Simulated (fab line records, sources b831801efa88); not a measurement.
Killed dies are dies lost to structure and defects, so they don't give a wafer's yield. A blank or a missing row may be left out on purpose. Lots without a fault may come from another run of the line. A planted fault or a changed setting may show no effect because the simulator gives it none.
fab line records | flow gf180mcu
record lots=13 wafers=39 last_day=34
route steps=602 shown SALICIDE@281 CONTACT@291
lots that met no fault: from a run of the same line without faults
start_h: hours from the record's first day to the start of the lot's first wafer shown | wait_h: hours since the lot's step before | " the same as in the row above | L1.1+2: a row that stands for several wafers | - no value, or no start given | * or withheld: withheld | < > ~ a bound
route shown NAME@n: a module of which the file shows steps, and the number in the route of the first | usual: mean/standard deviation of fault-free wafers | same: alike in all rows | chamber/n: place in a boat | sites: the reading at each site | _std_site: their standard deviation | _edge_site: outer sites' mean less inner sites' | radius_mm: how far each site lies from the wafer's centre | mask NAME#n: copy n | behind: the tool/chamber that last shaped the wafer | hold: why the lot was held/for how many hours/how that ended | device: the transistor (n, p or np) that didn't switch | end of line: the same wafers' tests at the end of the route | a step without rows: its recipe alone | killed: dies lost to structure and defects at the first sort, not the wafer's yield | map: a wafer's dies, x killed, . not, _ none there
set.NAME: the setting as run; set.NAME@STEP: as run at that earlier step | model.NAME: the simulator's own value behind a step, which no gauge read
steps of the route over a sample of lots; a table a step, a row a wafer
services: from which hour (start_h, from the record's first day; less than 0 if before it) a tool's chamber was out of use, for how many hours, and why
## steps
# step GF_SALICIDE_SPUTTER_03
# recipe material=TiN target_thk_nm=20 power_w=6500 time_s=16.7 chamber_pressure_pa=0.4
# usual throttle_valve_pct=30.5/1.1
# columns lot.wafer tool chamber start_h wait_h throttle_valve_pct
L781.1 pvd_sputter-04 - 342.28 0.0 30.1
L781.2 " - " " 32.8
L781.6 " - " " 29.9
L782.2 pvd_sputter-01 - 351.96 0.0 31.9
L782.3 " - " " 28.9
L782.4 " - " " 31.7
L783.3 pvd_sputter-04 - 356.79 0.0 31.5
L783.5 " - " " 33.0
L783.6 " - " " 29.5
L785.1 pvd_sputter-02 - 374.42 0.0 30.9
L785.3 " - " " 29.7
L785.5 " - " " 30.2
L789.1 pvd_sputter-04 - 405.92 0.0 32.8
L789.3 " - " " 31.2
L789.5 " - " " 29.7
L790.2 pvd_sputter-02 - 415.69 0.0 30.4
L790.3 " - " " 29.9
L790.4 " - " " 29.8
L791.3 pvd_sputter-02 - 431.24 0.0 30.1
L791.5 " - " " 30.4
L791.6 " - " " 30.0
L792.1 pvd_sputter-01 - 435.82 0.0 29.1
L792.4 " - " " 29.6
L792.6 " - " " 31.0
L793.2 pvd_sputter-04 - 446.08 0.0 31.4
L793.4 " - " " 30.3
L793.5 " - " " 30.2
L794.1 pvd_sputter-02 - 452.51 0.0 29.7
L794.2 " - " " 31.0
L794.3 " - " " 30.2
L799.1 pvd_sputter-01 - 507.90 0.0 30.2
L799.2 " - " " 29.0
L799.5 " - " " 29.1
L800.2 pvd_sputter-02 - 516.25 0.0 29.7
L800.3 " - " " 30.3
L800.6 " - " " 29.8
L803.2 pvd_sputter-02 - 539.00 0.0 29.8
L803.4 " - " " 30.2
L803.5 " - " " 30.8
# step GF_CONTACT_CMP_04
# recipe material=SiO2 down_force_psi=4 platen_rpm=60 pad_velocity_m_s=0.94248
# usual motor_current_A=11.4/1.5 time_to_endpoint_s=111/7.3
# columns lot.wafer tool chamber start_h wait_h motor_current_A time_to_endpoint_s
L781.2 cmp-02 1 343.01 0.0 13.9 100
L781.1 " 0 " " 12.4 114
L781.6 " 1 " " 12.3 107
L782.3 cmp-01 0 353.06 0.1 12.1 109
L782.4 " 1 " " 10.0 113
L782.2 " 2 " " 10.2 103
L783.3 cmp-01 1 357.71 0.1 9.7 111
L783.6 " 3 " " 10.8 117
L783.5 " 0 " " 12.3 112
L785.3 cmp-01 1 375.21 0.1 9.3 112
L785.1 " 3 " " 10.7 103
L785.5 " 0 " " 12.6 114
L789.1 cmp-02 1 406.87 0.3 13.2 99
L789.3 " 3 " " 10.4 109
L789.5 " 1 " " 12.8 110
L790.2 cmp-02 0 416.43 0.0 13.7 112
L790.3 " 1 " " 13.9 102
L790.4 " 3 " " 11.1 116
L791.3 cmp-01 3 432.26 0.2 10.8 91
L791.6 " 2 " " 9.7 104
L791.5 " 3 " " 10.2 95
L792.4 cmp-01 3 436.64 0.0 10.5 102
L792.1 " 1 " " 9.5 107
L792.6 " 3 " " 10.3 93
L793.4 cmp-02 0 446.90 0.1 14.1 117
L793.2 " 2 " " 9.8 112
L793.5 " 0 " " 14.2 113
L794.1 cmp-01 0 453.29 0.1 12.7 108
L794.3 " 1 " " 9.4 103
L794.2 " 2 " " 10.5 130
L799.2 cmp-02 2 508.68 0.1 10.3 113
L799.1 " 3 " " 10.5 119
L799.5 " 2 " " 9.8 120
L800.3 cmp-02 3 516.98 0.0 10.4 108
L800.2 " 0 " " 12.9 106
L800.6 " 0 " " 12.5 113
L803.2 cmp-02 2 539.83 0.0 9.6 121
L803.4 " 0 " " 13.4 124
L803.5 " 2 " " 9.7 128
# step GF_CONTACT_ETCH_17
# recipe chemistry=C4F8/O2/Ar mask_material=KrF target=SiO2 stop_on=CoSi2 source_w=1500 bias_w=1200 pressure_mtorr=40 c4f8_flow_sccm=withheld O2_flow_sccm=6 Ar_flow_sccm=300 time_s=withheld target_depth_a=8600
# usual oes_product_au=0.814/0.0053
# columns lot.wafer tool chamber start_h wait_h oes_product_au
L781.1 rie_diel-02 0 - - 0.807
L781.2 " 1 " " 0.819
L781.6 " 0 " " 0.824
L782.2 rie_diel-02 2 - - 0.817
L782.3 " 0 " " 0.821
L782.4 " 1 " " 0.812
L783.3 rie_diel-02 0 - - 0.812
L783.5 " 2 " " 0.817
L783.6 " 1 " " 0.809
L785.1 rie_diel-02 1 - - 0.816
L785.3 " 3 " " 0.821
L785.5 " 1 " " 0.810
L789.1 rie_diel-02 2 - - 0.810
L789.3 " 0 " " 0.818
L789.5 " 0 " " 0.817
L790.2 rie_diel-01 2 - - 0.813
L790.3 " 3 " " 0.816
L790.4 " 1 " " 0.814
L791.3 rie_diel-01 2 - - 0.808
L791.5 " 0 " " 0.813
L791.6 " 1 " " 0.810
L792.1 rie_diel-01 0 - - 0.806
L792.4 " 3 " " 0.808
L792.6 " 3 " " 0.820
L793.2 rie_diel-01 3 - - 0.811
L793.4 " 2 " " 0.824
L793.5 " 3 " " 0.821
L794.1 rie_diel-04 3 - - 0.816
L794.2 " 2 " " 0.787
L794.3 " 0 " " 0.816
L799.1 rie_diel-02 3 - - 0.818
L799.2 " 2 " " 0.822
L799.5 " 0 " " 0.814
L800.2 rie_diel-01 1 - - 0.820
L800.3 " 0 " " 0.818
L800.6 " 3 " " 0.817
L803.2 rie_diel-04 3 - - 0.814
L803.4 " 0 " " 0.804
L803.5 " 1 " " 0.812
# step GF_CONTACT_STRIP_18
# recipe chemistry=O2/N2 power_w=1400 pressure_mtorr=1500 platen_temp_c=250 o2_flow_sccm=3000 n2_flow_sccm=300 overash_fraction=0.5
# usual drypump_motor_current_A=6.2/0.3 heater_power_w=333/27 oes_product_au=0.580/0.0059
# columns lot.wafer tool chamber start_h wait_h drypump_motor_current_A heater_power_w oes_product_au rf_hours_counter_h
L781.1 plasma_asher-02 0 365.17 - 6.5 313 0.586 75
L781.2 " 1 " " 6.3 372 0.567 75
L781.6 " 1 " " 6.4 374 0.583 -
L782.2 plasma_asher-03 0 375.67 - 6.0 320 0.574 27
L782.3 " 1 " " 5.8 357 0.577 -
L782.4 " 0 " " 5.9 315 0.583 -
L783.3 plasma_asher-02 0 379.96 - 6.4 308 0.591 -
L783.5 " 0 " " 6.5 303 0.582 -
L783.6 " 1 " " 6.4 364 0.585 -
L785.1 plasma_asher-02 1 398.52 - 6.4 376 0.586 79
L785.3 " 1 " " 6.4 367 0.579 -
L785.5 " 1 " " 6.4 380 0.577 -
L789.1 plasma_asher-03 0 431.27 - 6.0 318 0.582 33
L789.3 " 0 " " 6.0 319 0.586 -
L789.5 " 0 " " 6.0 333 0.581 -
L790.2 plasma_asher-04 0 441.04 - 6.7 340 0.578 63
L790.3 " 1 " " 6.2 289 0.582 -
L790.4 " 0 " " 6.7 334 0.574 -
L791.3 plasma_asher-02 1 457.20 - 6.4 354 0.582 -
L791.5 " 1 " " 6.4 340 0.574 -
L791.6 " 0 " " 6.4 331 0.574 -
L792.1 plasma_asher-04 1 461.22 - 6.2 287 0.584 65
L792.4 " 1 " " 6.2 288 0.572 -
L792.6 " 0 " " 6.7 344 0.579 -
L793.2 plasma_asher-03 0 472.27 - 6.0 322 0.569 38
L793.4 " 0 " " 6.0 322 0.585 -
L793.5 " 0 " " 6.0 322 0.571 -
L794.1 plasma_asher-04 1 478.00 - 6.3 292 0.584 67
L794.2 " 0 " " 6.7 323 0.582 67
L794.3 " 0 " " 6.7 340 0.582 -
L799.1 plasma_asher-02 1 532.27 - 6.4 348 0.575 6
L799.2 " 0 " " 6.5 334 0.580 6
L799.5 " 0 " " 6.4 338 0.579 -
L800.2 plasma_asher-04 1 540.67 - 6.3 290 0.577 72
L800.3 " 0 " " 6.7 339 0.577 -
L800.6 " 0 " " 6.7 339 0.575 -
L803.2 plasma_asher-03 1 562.32 - 5.8 375 0.587 51
L803.4 " 1 " " 5.8 369 0.578 -
L803.5 " 0 " " 5.9 330 0.589 -
# step GF_CONTACT_RS_MEAS_25
# recipe thk_meas_gauge=four-point-probe reads=W_of_CONTACT_CVD_24+TiN_of_CONTACT_SPUTTER_23+Ti_of_CONTACT_SPUTTER_22
# usual CONTACT_W_RS=0.380/0.0079
# columns lot.wafer tool chamber start_h wait_h CONTACT_W_RS[ohm/sq]
L781.1 film_metro-03 - 365.68 0.1 0.389
L781.2 " - " " 0.384
L781.6 " - " " 0.388
L782.2 film_metro-02 - 376.19 0.1 0.375
L782.3 " - " " 0.377
L782.4 " - " " 0.382
L783.3 film_metro-03 - 380.46 0.1 0.388
L783.5 " - " " 0.385
L783.6 " - " " 0.365
L785.1 film_metro-01 - 399.03 0.1 0.387
L785.3 " - " " 0.386
L785.5 " - " " 0.383
L789.1 film_metro-02 - 431.77 0.1 0.386
L789.3 " - " " 0.382
L789.5 " - " " 0.381
L790.2 film_metro-03 - 441.58 0.1 0.385
L790.3 " - " " 0.386
L790.4 " - " " 0.383
L791.3 film_metro-01 - 457.71 0.1 0.387
L791.5 " - " " 0.383
L791.6 " - " " 0.385
L792.1 film_metro-03 - 461.72 0.1 0.376
L792.4 " - " " 0.361
L792.6 " - " " 0.376
L793.2 film_metro-03 - 472.79 0.1 0.386
L793.4 " - " " 0.388
L793.5 " - " " 0.390
L794.1 film_metro-03 - 478.50 0.1 0.369
L794.2 " - " " 0.387
L794.3 " - " " 0.375
L799.1 film_metro-03 - 532.80 0.1 0.382
L799.2 " - " " 0.363
L799.5 " - " " 0.365
L800.2 film_metro-02 - 541.19 0.1 0.382
L800.3 " - " " 0.367
L800.6 " - " " 0.383
L803.2 film_metro-02 - 562.84 0.1 0.384
L803.4 " - " " 0.365
L803.5 " - " " 0.385
## services
# columns tool chamber start_h hours kind
rie_diel-01 - 329.03 14.6 pm
cmp-01 - 346.83 1.2 repair
rie_diel-01 2 355.28 14.6 repair
rie_diel-01 1 365.63 6.6 repair
rie_diel-01 - 376.09 0.2 repair
cmp-01 - 392.81 1.6 repair
cmp-01 - 394.04 0.6 repair
rie_diel-02 2 397.49 8.1 repair
cmp-01 - 404.00 4.0 pm
cmp-01 - 414.05 0.5 repair
cmp-02 - 417.43 0.7 repair
plasma_asher-02 - 418.98 13.3 repair
plasma_asher-02 - 424.69 0.8 repair
rie_diel-01 3 425.54 2.6 repair
pvd_sputter-02 - 427.17 1.0 repair
plasma_asher-02 - 432.28 9.0 pm
cmp-01 - 440.54 4.4 repair
cmp-01 - 444.98 4.9 pm
cmp-02 - 455.27 5.7 pm
cmp-02 - 460.98 5.7 pm
plasma_asher-02 - 488.21 4.3 pm
cmp-01 - 494.53 3.4 repair
rie_diel-02 2 536.83 2.7 repair
pvd_sputter-02 - 554.99 1.7 repair
## key
first_sign step=GF_CONTACT_ETCH_17 reading=oes_product_au direction=down sigmas=5 usual=0.814 struck=0.787
effect none on later readings
met_at GF_CONTACT_CMP_04
struck_lots L794
struck_wafers L794.2
tester_left_out L794
not_acting_at GF_SALICIDE_SPUTTER_03,GF_CONTACT_STRIP_18,GF_CONTACT_RS_MEAS_25
onset_between 432.26 453.29
fault kind=process_parameter_drift tool=cmp-01 chamber=2 onset_h=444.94 steps=GF_CONTACT_CMP_04 channel=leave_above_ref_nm offset=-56 shape=step end_h=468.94 acts_in=these_recipes_only stated=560
# tester_left_out: of these lots the tester's yield and bins aren't shown, on N5 and GAA mostly nor the transistor test; their killed dies are dies lost to structure and defects alone, not to doping, threshold or leakage, so they don't give the yield
